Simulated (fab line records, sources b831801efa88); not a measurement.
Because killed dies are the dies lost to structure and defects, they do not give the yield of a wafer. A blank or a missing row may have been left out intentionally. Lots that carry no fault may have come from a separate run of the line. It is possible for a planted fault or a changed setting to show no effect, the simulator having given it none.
fab line records	flow sky130
record lots=11	wafers=33	last-day=50
route steps=708 shown GATE_OXIDE@200 POLY_GATE@230 LDD_N@246 LDD_P@262 PAD_OPEN@708
lots with no fault: from the same line, run without faults
start-h: the number of hours between the record's first day and the start of the first shown wafer of the lot	wait-h: hours elapsed since this lot's preceding step	" the same as in the row above	L1.1+2: a row that stands for several wafers	- no value present, or no start provided	* or withheld: withheld	< > ~ a bound
route shown NAME@n: names a module that has steps shown in the file, with the first one's number in the route	usual: mean/standard deviation of fault-free wafers	same: alike in all rows	chamber/n: place in a boat	sites: the reading at each site	_std_site: standard deviation of those values	_edge_site: the outer-site mean with the inner-site mean subtracted	radius-mm: for every site, how far away it sits from the centre of the wafer	mask NAME#n: copy n	behind: the tool/chamber that last shaped the wafer	hold: cause of the lot's hold/its duration in hours/its outcome	device: which transistor (n, p or np) failed to switch	end of line: at the end of the route, the tests of the same wafers	where a step has no rows: the recipe by itself	killed: dies that structure and defects cost at the first sort, which is not the same as the wafer's yield	map: a wafer's dies, marking killed ones x, the rest . and places with no die _
set.NAME: setting as actually run; set.NAME@STEP: the setting as run at that earlier step	model.NAME: the simulator's own value behind a step, which no gauge read
steps of the route over a sample of lots; a table a step, a row a wafer
services: when a tool's chamber went out of use (start-h, in hours from the record's first day, below 0 if earlier), for how many hours, and the reason
## steps
# step SKY_GATE_OXIDE_STRIP_13
# recipe chemistry=O2/N2	power-w=1400	pressure-mtorr=1500	platen-temp-c=withheld	o2-flow-sccm=3000	n2-flow-sccm=300	overash-fraction=0.5
# usual drypump-motor-current-A=6.1/0.33	oes-product-au=0.715/0.0049	strip-time-to-endpoint-s=14.21/0.045
lot.wafer	tool	chamber	start-h	wait-h	drypump-motor-current-A	oes-product-au	rf-hours-counter-h	strip-time-to-endpoint-s
L911.1	plasma-asher-01	1	313.52	0.0	5.7	0.707	57	14.28
L911.3	"	0	"	"	6.5	0.712	-	14.26
L911.6	"	0	"	"	6.4	0.711	-	14.24
L913.2	plasma-asher-01	0	333.61	0.0	6.5	0.719	60	14.12
L913.3	"	0	"	"	6.4	0.713	-	14.16
L913.4	"	1	"	"	5.7	0.709	-	14.17
L914.1	plasma-asher-04	0	339.76	0.0	6.5	0.715	53	14.23
L914.4	"	1	"	"	6.0	0.710	-	14.28
L914.5	"	1	"	"	6.0	0.729	-	14.23
L917.3	plasma-asher-01	0	363.67	0.0	6.5	0.712	-	14.18
L917.4	"	1	"	"	5.7	0.723	-	14.19
L917.6	"	0	"	"	6.5	0.710	-	14.22
L918.2	plasma-asher-04	0	384.23	0.0	6.5	0.711	58	14.24
L918.4	"	1	"	"	6.0	0.714	-	14.16
L918.5	"	1	"	"	6.0	0.715	-	14.25
L921.1	plasma-asher-01	1	415.98	0.0	5.7	0.712	67	14.25
L921.2	"	0	"	"	6.5	0.708	67	14.24
L921.3	"	1	"	"	5.7	0.726	-	14.27
L923.1	plasma-asher-03	1	421.72	0.0	5.7	0.720	74	14.19
L923.5	"	0	"	"	6.0	0.712	-	14.15
L923.6	"	1	"	"	5.7	0.715	-	14.13
L924.4	plasma-asher-03	0	427.75	0.0	6.0	0.709	-	14.22
L924.5	"	1	"	"	5.7	0.713	-	14.17
L924.6	"	0	"	"	6.0	0.717	-	14.21
L925.3	plasma-asher-01	1	441.22	0.0	5.7	0.720	-	14.17
L925.5	"	0	"	"	6.5	0.720	-	14.13
L925.6	"	1	"	"	5.7	0.714	-	14.15
L929.3	plasma-asher-04	0	469.29	0.0	6.5	0.710	-	14.19
L929.4	"	1	"	"	6.0	0.714	-	14.20
L929.5	"	1	"	"	6.0	0.710	-	14.15
L933.2	plasma-asher-01	0	503.36	0.0	6.5	0.715	7	14.23
L933.3	"	1	"	"	5.7	0.715	-	14.21
L933.5	"	1	"	"	5.7	0.711	-	14.25
# step SKY_POLY_GATE_ETCH_16
# recipe stop-on=poly-Si	chemistry=CH3F/O2	target=Si3N4	source-w=400	bias-w=80	pressure-mtorr=25	ch3f-flow-sccm=40	O2_flow_sccm=30	time-s=147.5	target-depth-a=750
# usual O2_flow_sccm=30.01/0.082	drypump-motor-current-A=5.9/0.55	oes-product-au=0.642/0.0049	throttle-valve-pct=10.534/0.0093
lot.wafer	tool	chamber	start-h	wait-h	O2_flow_sccm	drypump-motor-current-A	oes-product-au	rf-hours-counter-h	throttle-valve-pct
L911.1	rie-diel-02	0	379.36	0.0	30.11	5.0	0.635	1	10.527
L911.3	"	1	"	"	30.00	4.9	0.640	65	10.528
L911.6	"	2	"	"	30.11	6.1	0.636	-	10.545
L913.2	rie-diel-02	1	396.67	0.0	30.22	4.9	0.641	66	10.518
L913.3	"	0	"	"	30.02	5.0	0.636	2	10.535
L913.4	"	2	"	"	30.05	6.2	0.633	38	10.517
L914.1	rie-diel-02	2	401.84	0.0	30.11	6.2	0.639	38	10.547
L914.4	"	1	"	"	29.95	4.9	0.638	66	10.523
L914.5	"	3	"	"	29.99	5.5	0.645	-	10.542
L917.3	rie-diel-01	1	431.97	0.0	30.09	5.8	0.635	13	10.550
L917.4	"	3	"	"	29.89	5.9	0.646	2	10.541
L917.6	"	0	"	"	30.07	6.7	0.644	-	10.526
L918.2	rie-diel-02	1	452.21	0.0	29.98	4.9	0.650	67	10.541
L918.4	"	2	"	"	30.00	6.1	0.643	39	10.547
L918.5	"	3	"	"	29.98	5.5	0.654	-	10.530
L921.1	rie-diel-01	0	483.16	0.0	30.07	6.6	0.646	45	10.539
L921.2	"	2	"	"	30.03	6.4	0.640	7	10.528
L921.3	"	3	"	"	29.87	6.0	0.639	3	10.535
L923.1	rie-diel-01	2	490.64	0.0	30.10	6.4	0.647	7	10.545
L923.5	"	3	"	"	29.79	6.0	0.636	-	10.538
L923.6	"	0	"	"	29.93	6.7	0.637	-	10.530
L924.4	rie-diel-01	3	497.17	0.0	30.08	5.9	0.644	-	10.537
L924.5	"	0	"	"	29.95	6.6	0.638	-	10.529
L924.6	"	2	"	"	30.10	6.3	0.638	-	10.538
L925.3	rie-diel-02	0	508.91	0.0	29.99	5.0	0.630	3	10.538
L925.5	"	3	"	"	29.83	5.5	0.634	-	10.531
L925.6	"	2	"	"	30.06	6.2	0.646	-	10.554
L929.3	rie-diel-01	2	538.67	0.0	29.91	6.3	0.643	8	10.524
L929.4	"	1	"	"	29.98	5.8	0.640	15	10.521
L929.5	"	1	"	"	29.98	5.8	0.648	-	10.535
L933.2	rie-diel-03	2	569.34	0.0	29.94	5.9	0.646	51	10.542
L933.3	"	3	"	"	29.95	6.1	0.633	0	10.551
L933.5	"	2	"	"	30.07	5.9	0.636	-	10.532
# step SKY_LDD_N_IMPLANT_09
# recipe species=As	energy-kev=20	dose-cm2=7.5e+13	tilt-deg=withheld	rotation-deg=113
# usual beam-on-s=10.02/0.2
lot.wafer	tool	chamber	start-h	wait-h	beam-on-s
L911.1	implanter-04	0	411.01	0.1	9.88
L911.3	"	0	"	"	10.07
L911.6	"	0	"	"	9.82
L913.2	implanter-03	0	430.61	0.1	9.51
L913.3	"	0	"	"	10.52
L913.4	"	0	"	"	9.97
L914.1	implanter-03	0	434.39	0.1	10.32
L914.4	"	0	"	"	10.01
L914.5	"	0	"	"	10.19
L917.3	implanter-03	0	467.18	0.1	10.43
L917.4	"	0	"	"	10.02
L917.6	"	0	"	"	10.15
L918.2	implanter-02	0	485.94	0.1	9.74
L918.4	"	0	"	"	10.39
L918.5	"	0	"	"	10.01
L921.1	implanter-03	0	516.43	0.1	10.19
L921.2	"	0	"	"	9.76
L921.3	"	0	"	"	10.34
L923.1	implanter-03	0	524.16	0.1	9.88
L923.5	"	0	"	"	10.05
L923.6	"	0	"	"	9.87
L924.4	implanter-02	0	530.11	0.1	9.97
L924.5	"	0	"	"	10.08
L924.6	"	0	"	"	10.24
L925.3	implanter-03	0	542.01	0.1	10.37
L925.5	"	0	"	"	10.18
L925.6	"	0	"	"	9.81
L925.3	implanter-03	0	542.33	0.3	9.86
L925.5	"	0	"	"	9.99
L925.6	"	0	"	"	10.13
L929.3	implanter-04	0	576.05	4.6	9.91
L929.4	"	0	"	"	10.15
L929.5	"	0	"	"	9.94
L929.3	implanter-04	0	576.37	0.3	10.06
L929.4	"	0	"	"	10.19
L929.5	"	0	"	"	10.01
L933.2	implanter-03	0	602.11	0.1	10.02
L933.3	"	0	"	"	10.18
L933.5	"	0	"	"	10.06
# step SKY_LDD_N_STRIP_16
# recipe chemistry=O2/N2	power-w=1400	pressure-mtorr=1500	platen-temp-c=withheld	o2-flow-sccm=3000	n2-flow-sccm=300	overash-fraction=0.5
# usual drypump-motor-current-A=6.1/0.49	oes-product-au=0.407/0.0043	strip-time-to-endpoint-s=4.315/0.013
lot.wafer	tool	chamber	start-h	wait-h	drypump-motor-current-A	oes-product-au	rf-hours-counter-h	strip-time-to-endpoint-s
L911.1	plasma-asher-04	1	412.06	0.1	6.0	0.411	60	4.314
L911.3	"	0	"	"	6.5	0.406	-	4.328
L911.6	"	0	"	"	6.5	0.404	-	4.340
L913.2	plasma-asher-04	0	431.64	0.1	6.6	0.410	62	4.335
L913.3	"	1	"	"	6.0	0.409	-	4.325
L913.4	"	0	"	"	6.5	0.409	-	4.321
L914.1	plasma-asher-04	0	435.44	0.1	6.5	0.408	62	4.310
L914.4	"	0	"	"	6.5	0.407	-	4.305
L914.5	"	1	"	"	6.0	0.407	-	4.307
L917.3	plasma-asher-04	0	468.22	0.1	6.5	0.397	-	4.300
L917.4	"	1	"	"	6.0	0.406	-	4.316
L917.6	"	1	"	"	6.0	0.413	-	4.322
L918.2	plasma-asher-03	0	486.96	0.1	6.1	0.398	81	4.324
L918.4	"	1	"	"	5.8	0.405	-	4.336
L918.5	"	1	"	"	5.8	0.406	-	4.333
L921.1	plasma-asher-04	0	517.48	0.1	6.5	0.415	71	4.276
L921.2	"	1	"	"	6.0	0.404	71	4.321
L921.3	"	0	"	"	6.5	0.397	-	4.314
L923.1	plasma-asher-02	1	525.21	0.1	6.7	0.403	41	4.314
L923.5	"	0	"	"	5.1	0.410	-	4.331
L923.6	"	1	"	"	6.6	0.400	-	4.326
L924.4	plasma-asher-02	1	531.12	0.1	6.6	0.405	-	4.321
L924.5	"	1	"	"	6.6	0.405	-	4.328
L924.6	"	0	"	"	5.1	0.407	-	4.317
L925.3	plasma-asher-04	0	543.50	0.1	6.5	0.399	-	4.520
L925.5	"	0	"	"	6.5	0.410	-	4.538
L925.6	"	1	"	"	6.0	0.403	-	4.540
L929.3	plasma-asher-03	1	577.40	0.1	5.7	0.395	-	4.516
L929.4	"	0	"	"	6.1	0.405	-	4.520
L929.5	"	1	"	"	5.8	0.404	-	4.502
L933.2	plasma-asher-04	0	603.13	0.1	6.5	0.406	79	4.312
L933.3	"	1	"	"	6.0	0.404	-	4.328
L933.5	"	1	"	"	6.0	0.409	-	4.315
# step SKY_LDD_N_TW_MEAS_17
# usual LDD_N_TW=2588/13
lot.wafer	tool	chamber	start-h	wait-h	LDD_N_TW
L911.1	film-metro-03	-	412.16	0.1	2590
L911.3	"	-	"	"	2580
L911.6	"	-	"	"	2582
L913.2	film-metro-02	-	431.75	0.1	2585
L913.3	"	-	"	"	2573
L913.4	"	-	"	"	2586
L914.1	film-metro-03	-	435.54	0.1	2584
L914.4	"	-	"	"	2595
L914.5	"	-	"	"	2594
L917.3	film-metro-02	-	468.30	0.1	2599
L917.4	"	-	"	"	2591
L917.6	"	-	"	"	2595
L918.2	film-metro-02	-	487.07	0.1	2593
L918.4	"	-	"	"	2598
L918.5	"	-	"	"	2594
L921.1	film-metro-01	-	517.58	0.1	2586
L921.2	"	-	"	"	2582
L921.3	"	-	"	"	2568
L923.1	film-metro-02	-	525.31	0.1	2605
L923.5	"	-	"	"	2609
L923.6	"	-	"	"	2607
L924.4	film-metro-02	-	531.24	0.1	2602
L924.5	"	-	"	"	2605
L924.6	"	-	"	"	2597
L925.3	film-metro-03	-	543.58	0.1	2690
L925.5	"	-	"	"	2689
L925.6	"	-	"	"	2691
L929.3	film-metro-01	-	577.56	0.1	2673
L929.4	"	-	"	"	2692
L929.5	"	-	"	"	2689
L933.2	film-metro-03	-	603.24	0.1	2585
L933.3	"	-	"	"	2578
L933.5	"	-	"	"	2582
# step SKY_LDD_P_CD_MEAS_07
# recipe target-cd-nm=380
# usual cd-nm=380.3/2.8
lot.wafer	tool	chamber	start-h	wait-h	cd-nm
L911.1	cd-sem-02	-	443.98	0.1	379.0
L911.3	"	-	"	"	378.7
L911.6	"	-	"	"	380.8
L913.2	cd-sem-01	-	462.72	0.1	381.5
L913.3	"	-	"	"	384.7
L913.4	"	-	"	"	383.7
L914.1	cd-sem-01	-	466.72	0.1	383.9
L914.4	"	-	"	"	381.3
L914.5	"	-	"	"	383.1
L917.3	cd-sem-01	-	499.96	0.1	375.4
L917.4	"	-	"	"	374.5
L917.6	"	-	"	"	376.9
L918.2	cd-sem-01	-	518.07	0.1	378.7
L918.4	"	-	"	"	379.1
L918.5	"	-	"	"	378.9
L921.1	cd-sem-01	-	547.52	0.1	379.1
L921.2	"	-	"	"	377.9
L921.3	"	-	"	"	381.7
L923.1	cd-sem-01	-	555.20	0.1	377.9
L923.5	"	-	"	"	379.3
L923.6	"	-	"	"	377.4
L924.4	cd-sem-01	-	561.54	0.1	378.8
L924.5	"	-	"	"	377.9
L924.6	"	-	"	"	378.6
L925.3	cd-sem-01	-	573.54	0.1	379.7
L925.5	"	-	"	"	382.4
L925.6	"	-	"	"	382.4
L929.3	cd-sem-01	-	606.87	0.1	383.3
L929.4	"	-	"	"	379.6
L929.5	"	-	"	"	384.3
L933.2	cd-sem-01	-	632.02	0.1	376.6
L933.3	"	-	"	"	377.9
L933.5	"	-	"	"	377.6
# step SKY_PAD_OPEN_PROBE_99
# usual killed_at_M0_to_M3=43/7.3	killed_at_M4_up=3.2/1.9	killed-at-contacts=25/5.4	killed-at-front-end=16/4.4	killed-at-other=0.4/0.66	killed-dies=87/11	killed-open=48/7.9	killed-short=39/6.5
# same gross-dies=492	killed-at-back-side=0
lot.wafer	tool	chamber	start-h	wait-h	killed_at_M0_to_M3	killed_at_M4_up	killed-at-contacts	killed-at-front-end	killed-at-other	killed-dies	killed-open	killed-short
L911.1	prober-02	-	1090.82	0.1	49	6	27	20	0	102	54	47
L911.3	prober-02	-	1090.92	0.2	47	5	19	15	0	86	42	44
L911.6	prober-02	-	1091.07	0.2	57	4	29	12	0	102	55	45
L913.2	prober-02	-	1102.83	0.1	37	4	26	20	0	87	54	33
L913.3	prober-02	-	1102.88	0.2	31	5	32	15	0	83	50	33
L913.4	prober-02	-	1102.93	0.2	31	5	15	18	1	70	30	40
L914.1	prober-02	-	1107.52	0.1	35	6	29	14	1	85	45	40
L914.4	prober-02	-	1107.67	0.2	46	2	27	17	0	92	55	37
L914.5	prober-02	-	1107.72	0.2	52	3	29	19	0	103	63	40
L917.3	prober-02	-	1129.76	0.2	55	3	33	16	0	107	61	46
L917.4	prober-02	-	1129.81	0.2	56	7	30	14	2	109	62	47
L917.6	prober-02	-	1129.91	0.2	48	2	29	8	0	87	52	35
L918.2	prober-01	-	1140.47	0.1	43	3	31	17	0	94	63	31
L918.4	prober-01	-	1140.57	0.2	56	6	28	15	0	105	56	49
L918.5	prober-01	-	1140.62	0.2	43	2	17	19	0	81	47	34
L921.1	prober-02	-	1159.77	0.1	48	4	24	15	2	93	55	37
L921.2	prober-02	-	1159.82	0.1	47	0	29	15	1	92	45	47
L921.3	prober-02	-	1159.87	0.2	43	4	27	23	0	97	57	40
L923.1	prober-02	-	1165.50	0.1	41	3	25	15	0	84	44	40
L923.5	prober-02	-	1165.70	0.2	34	0	23	17	0	74	39	35
L923.6	prober-02	-	1165.75	0.2	29	4	25	7	0	65	35	30
L924.4	prober-01	-	1166.77	0.2	47	3	22	12	1	85	44	40
L924.5	prober-01	-	1166.82	0.2	37	3	24	8	0	72	36	36
L924.6	prober-01	-	1166.87	0.2	57	9	19	16	0	101	51	50
L925.3	prober-02	-	1174.93	0.2	42	2	23	15	0	82	43	39
L925.5	prober-02	-	1175.03	0.2	46	2	36	16	1	101	57	44
L925.6	prober-02	-	1175.08	0.2	48	1	32	17	0	98	59	39
L929.3	prober-01	-	1195.65	0.2	45	4	25	15	1	90	55	35
L929.4	prober-01	-	1195.70	0.2	52	0	28	7	1	88	42	45
L929.5	prober-01	-	1195.75	0.2	39	5	17	12	1	74	38	36
L933.2	prober-02	-	1206.50	0.1	39	2	26	20	0	87	49	38
L933.3	prober-02	-	1206.55	0.2	40	5	24	18	0	87	43	44
L933.5	prober-02	-	1206.65	0.2	43	2	28	19	0	92	38	53
# killed by level:class
L911.1 CONTACT:geometric-particle:open=11 VIA1:geometric-particle:open=10 METAL2:geometric-particle:short=9 METAL1:geometric-particle:short=8 VIA2:geometric-particle:open=8 LI_CONTACT:geometric-particle:open=7 FIELD_ISO:geometric-particle:short=6 VIA1:geometric-particle:short=5
L911.3 VIA1:geometric-particle:open=9 CONTACT:geometric-particle:open=8 VIA3:geometric-particle:open=8 METAL1:geometric-particle:short=7 VIA1:geometric-particle:short=7 FIELD_ISO:geometric-particle:open=6 FIELD_ISO:geometric-particle:short=6 CONTACT:geometric-particle:short=5
L911.6 VIA3:geometric-particle:open=11 VIA2:geometric-particle:open=11 CONTACT:geometric-particle:open=9 LI_CONTACT:geometric-particle:open=7 CONTACT:geometric-particle:short=7 VIA2:geometric-particle:short=7 VIA1:geometric-particle:open=7 FIELD_ISO:geometric-particle:open=6
L913.2 LI_CONTACT:geometric-particle:open=11 VIA2:geometric-particle:open=10 VIA1:geometric-particle:open=8 POLY_GATE:geometric-particle:open=6 CONTACT:geometric-particle:open=6 FIELD_ISO:geometric-particle:open=5 VIA3:geometric-particle:short=5 POLY_GATE:geometric-particle:short=4
L913.3 VIA2:geometric-particle:open=11 LI_CONTACT:geometric-particle:open=9 CONTACT:geometric-particle:open=7 LOCAL_INTERCONNECT:geometric-particle:short=6 CONTACT:geometric-particle:short=6 VIA1:geometric-particle:open=6 VIA3:geometric-particle:open=4 FIELD_ISO:geometric-particle:short=3
L913.4 POLY_GATE:geometric-particle:short=6 LOCAL_INTERCONNECT:geometric-particle:short=6 VIA1:geometric-particle:short=6 POLY_GATE:geometric-particle:open=5 METAL2:geometric-particle:short=5 VIA2:geometric-particle:open=5 METAL4:geometric-particle:short=4 LI_CONTACT:geometric-particle:open=3
L914.1 VIA1:geometric-particle:open=11 CONTACT:geometric-particle:open=11 FIELD_ISO:geometric-particle:open=6 VIA2:geometric-particle:open=5 LI_CONTACT:geometric-particle:open=5 CONTACT:geometric-particle:short=5 METAL3:geometric-particle:short=5 METAL4:geometric-particle:short=5
L914.4 VIA2:geometric-particle:open=12 CONTACT:geometric-particle:open=11 LI_CONTACT:geometric-particle:open=8 METAL2:geometric-particle:short=8 VIA1:geometric-particle:open=7 FIELD_ISO:geometric-particle:open=6 CONTACT:geometric-particle:short=6 METAL1:geometric-particle:short=6
L914.5 VIA1:geometric-particle:open=16 CONTACT:geometric-particle:open=13 LI_CONTACT:geometric-particle:open=9 VIA2:geometric-particle:open=7 METAL2:geometric-particle:short=6 FIELD_ISO:geometric-particle:short=5 VIA3:geometric-particle:short=5 VIA1:geometric-particle:short=5
L917.3 CONTACT:geometric-particle:open=18 VIA1:geometric-particle:open=15 METAL1:geometric-particle:short=8 VIA2:geometric-particle:open=8 CONTACT:geometric-particle:short=7 VIA3:geometric-particle:open=6 METAL2:geometric-particle:short=6 FIELD_ISO:geometric-particle:short=5
L917.4 VIA1:geometric-particle:open=16 CONTACT:geometric-particle:open=13 VIA3:geometric-particle:open=7 METAL4:geometric-particle:short=7 FIELD_ISO:geometric-particle:open=6 LI_CONTACT:geometric-particle:open=6 METAL2:geometric-particle:short=6 LOCAL_INTERCONNECT:geometric-particle:short=5
L917.6 CONTACT:geometric-particle:open=10 LI_CONTACT:geometric-particle:open=9 VIA1:geometric-particle:open=9 VIA3:geometric-particle:open=8 VIA2:geometric-particle:open=6 LI_CONTACT:geometric-particle:short=5 METAL2:geometric-particle:short=5 VIA2:geometric-particle:short=5
L918.2 VIA1:geometric-particle:open=12 VIA2:geometric-particle:open=11 CONTACT:geometric-particle:open=9 VIA3:geometric-particle:open=8 LI_CONTACT:geometric-particle:open=7 LOCAL_INTERCONNECT:geometric-particle:short=6 FIELD_ISO:geometric-particle:short=5 CONTACT:geometric-particle:short=5
L918.4 VIA1:geometric-particle:open=14 CONTACT:geometric-particle:open=11 VIA1:geometric-particle:short=8 VIA3:geometric-particle:open=8 LI_CONTACT:geometric-particle:open=7 LOCAL_INTERCONNECT:geometric-particle:short=6 VIA2:geometric-particle:open=6 METAL4:geometric-particle:short=6
L918.5 VIA1:geometric-particle:open=14 CONTACT:geometric-particle:open=9 VIA2:geometric-particle:open=7 FIELD_ISO:geometric-particle:open=5 POLY_GATE:geometric-particle:open=5 FIELD_ISO:geometric-particle:short=4 POLY_GATE:geometric-particle:short=4 METAL1:geometric-particle:short=4
L921.1 VIA3:geometric-particle:open=10 VIA1:geometric-particle:open=9 LI_CONTACT:geometric-particle:open=8 CONTACT:geometric-particle:open=8 VIA2:geometric-particle:open=8 FIELD_ISO:geometric-particle:open=7 FIELD_ISO:geometric-particle:short=5 LOCAL_INTERCONNECT:geometric-particle:short=5
L921.2 FIELD_ISO:geometric-particle:short=10 CONTACT:geometric-particle:open=10 VIA1:geometric-particle:open=9 CONTACT:geometric-particle:short=8 VIA3:geometric-particle:open=8 LI_CONTACT:geometric-particle:open=6 METAL1:geometric-particle:short=6 VIA2:geometric-particle:open=5
L921.3 VIA1:geometric-particle:open=11 CONTACT:geometric-particle:open=10 FIELD_ISO:geometric-particle:open=9 VIA3:geometric-particle:open=8 FIELD_ISO:geometric-particle:short=7 LI_CONTACT:geometric-particle:open=7 CONTACT:geometric-particle:short=6 VIA1:geometric-particle:short=6
L923.1 VIA2:geometric-particle:open=8 LI_CONTACT:geometric-particle:open=7 VIA1:geometric-particle:open=6 VIA3:geometric-particle:open=6 POLY_GATE:geometric-particle:open=5 LI_CONTACT:geometric-particle:short=5 METAL2:geometric-particle:short=5 CONTACT:geometric-particle:short=5
L923.5 LI_CONTACT:geometric-particle:open=7 CONTACT:geometric-particle:open=7 VIA1:geometric-particle:open=7 POLY_GATE:geometric-particle:short=6 VIA1:geometric-particle:short=5 VIA3:geometric-particle:open=5 VIA2:geometric-particle:open=5 LOCAL_INTERCONNECT:geometric-particle:short=4
L923.6 CONTACT:geometric-particle:open=10 LI_CONTACT:geometric-particle:open=7 VIA3:geometric-particle:open=6 CONTACT:geometric-particle:short=5 METAL1:geometric-particle:short=4 METAL3:geometric-particle:short=4 LOCAL_INTERCONNECT:geometric-particle:short=3 VIA1:geometric-particle:open=3
L924.4 VIA1:geometric-particle:open=9 METAL2:geometric-particle:short=7 VIA2:geometric-particle:open=7 VIA3:geometric-particle:open=6 FIELD_ISO:geometric-particle:open=5 FIELD_ISO:geometric-particle:short=5 LI_CONTACT:geometric-particle:open=5 CONTACT:geometric-particle:short=5
L924.5 VIA1:geometric-particle:open=12 CONTACT:geometric-particle:open=8 LOCAL_INTERCONNECT:geometric-particle:short=6 METAL1:geometric-particle:short=6 LI_CONTACT:geometric-particle:open=5 VIA3:geometric-particle:open=4 METAL3:geometric-particle:short=4 LI_CONTACT:geometric-particle:short=3
L924.6 VIA1:geometric-particle:open=15 METAL2:geometric-particle:short=9 CONTACT:geometric-particle:short=7 CONTACT:geometric-particle:open=7 VIA3:geometric-particle:open=6 VIA2:geometric-particle:open=6 METAL4:geometric-particle:short=6 POLY_GATE:geometric-particle:short=5
L925.3 CONTACT:geometric-particle:open=11 VIA1:geometric-particle:open=8 POLY_GATE:geometric-particle:open=6 LOCAL_INTERCONNECT:geometric-particle:short=6 VIA1:geometric-particle:short=5 VIA2:geometric-particle:open=5 METAL2:geometric-particle:short=5 VIA3:geometric-particle:open=5
L925.5 CONTACT:geometric-particle:open=20 VIA1:geometric-particle:open=8 VIA3:geometric-particle:open=7 METAL2:geometric-particle:short=6 LI_CONTACT:geometric-particle:open=5 LOCAL_INTERCONNECT:geometric-particle:short=5 VIA3:geometric-particle:short=5 FIELD_ISO:geometric-particle:short=4
L925.6 VIA2:geometric-particle:open=12 CONTACT:geometric-particle:open=9 POLY_GATE:geometric-particle:open=9 LI_CONTACT:geometric-particle:open=9 METAL1:geometric-particle:short=9 VIA1:geometric-particle:open=6 VIA3:geometric-particle:short=5 FIELD_ISO:geometric-particle:open=4
L929.3 LI_CONTACT:geometric-particle:open=9 METAL1:geometric-particle:short=8 VIA3:geometric-particle:open=8 CONTACT:geometric-particle:open=6 VIA1:geometric-particle:open=6 VIA2:geometric-particle:open=6 FIELD_ISO:geometric-particle:open=5 LOCAL_INTERCONNECT:geometric-particle:open=5
L929.4 VIA1:geometric-particle:short=9 VIA2:geometric-particle:short=9 CONTACT:geometric-particle:open=8 LI_CONTACT:geometric-particle:open=7 VIA1:geometric-particle:open=7 VIA3:geometric-particle:open=7 VIA2:geometric-particle:open=6 LI_CONTACT:geometric-particle:short=5
L929.5 VIA1:geometric-particle:open=8 METAL1:geometric-particle:short=8 VIA2:geometric-particle:open=6 LOCAL_INTERCONNECT:geometric-particle:short=6 CONTACT:geometric-particle:open=6 POLY_GATE:geometric-particle:open=4 METAL3:geometric-particle:short=4 METAL4:geometric-particle:short=4
L933.2 VIA1:geometric-particle:open=10 CONTACT:geometric-particle:open=9 VIA2:geometric-particle:open=7 POLY_GATE:geometric-particle:short=6 LI_CONTACT:geometric-particle:short=6 LI_CONTACT:geometric-particle:open=5 FIELD_ISO:geometric-particle:open=4 VIA3:geometric-particle:short=4
L933.3 CONTACT:geometric-particle:open=10 VIA3:geometric-particle:open=8 METAL1:geometric-particle:short=7 POLY_GATE:geometric-particle:open=6 CONTACT:geometric-particle:short=6 VIA1:geometric-particle:open=6 METAL2:geometric-particle:short=5 FIELD_ISO:geometric-particle:short=4
L933.5 METAL2:geometric-particle:short=11 CONTACT:geometric-particle:open=8 POLY_GATE:geometric-particle:short=6 LI_CONTACT:geometric-particle:short=6 VIA1:geometric-particle:open=6 VIA3:geometric-particle:open=6 LI_CONTACT:geometric-particle:open=5 FIELD_ISO:geometric-particle:short=5
## services
tool	chamber	start-h	hours	kind
plasma-asher-01	-	307.36	0.4	repair
rie-diel-02	2	316.20	4.8	repair
rie-diel-01	1	364.53	2.9	repair
rie-diel-01	2	367.11	3.1	repair
implanter-03	-	371.45	2.0	repair
rie-diel-01	0	384.04	15.7	repair
implanter-03	-	389.36	3.0	repair
plasma-asher-02	-	400.48	0.5	repair
implanter-02	-	411.65	3.3	repair
implanter-04	-	416.27	1.8	repair
plasma-asher-01	-	421.25	9.0	pm
implanter-04	-	429.50	6.5	repair
rie-diel-02	1	431.34	5.3	repair
implanter-04	-	452.86	6.5	pm
plasma-asher-04	-	462.81	2.6	repair
rie-diel-02	0	479.38	16.2	repair
implanter-04	-	485.46	85.9	pm
plasma-asher-01	-	487.41	1.3	repair
rie-diel-01	1	487.52	21.8	repair
rie-diel-01	3	504.88	4.7	repair
rie-diel-02	1	505.49	7.3	repair
plasma-asher-01	-	541.57	2.7	repair
rie-diel-02	1	559.22	23.1	repair
implanter-03	-	560.62	6.5	pm
## key
first-sign step=SKY_LDD_N_IMPLANT_09	reading=visit	direction=added
effect step=SKY_LDD_N_STRIP_16	reading=strip-time-to-endpoint-s	direction=up	sigmas=15	usual=*	struck=*
effect step=SKY_LDD_N_TW_MEAS_17	reading=LDD_N_TW	direction=up	sigmas=7.8	usual=2588	struck=2687
met-at SKY_LDD_N_IMPLANT_09
struck-lots L925,L929
tester-left-out L925,L929
not-acting-at SKY_GATE_OXIDE_STRIP_13,SKY_POLY_GATE_ETCH_16,SKY_LDD_P_CD_MEAS_07
fault kind=repeated-step-whole	tool=implanter-02,implanter-03,implanter-04	chamber=-	onset-h=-	steps=SKY_LDD_N_IMPLANT_09	times=1	scope=struck-lots-only
# tester-left-out: of these lots the tester's yield and bins aren't shown, on N5 and GAA mostly nor the transistor test; their killed dies are dies lost to structure and defects alone, not to doping, threshold or leakage, so they don't give the yield
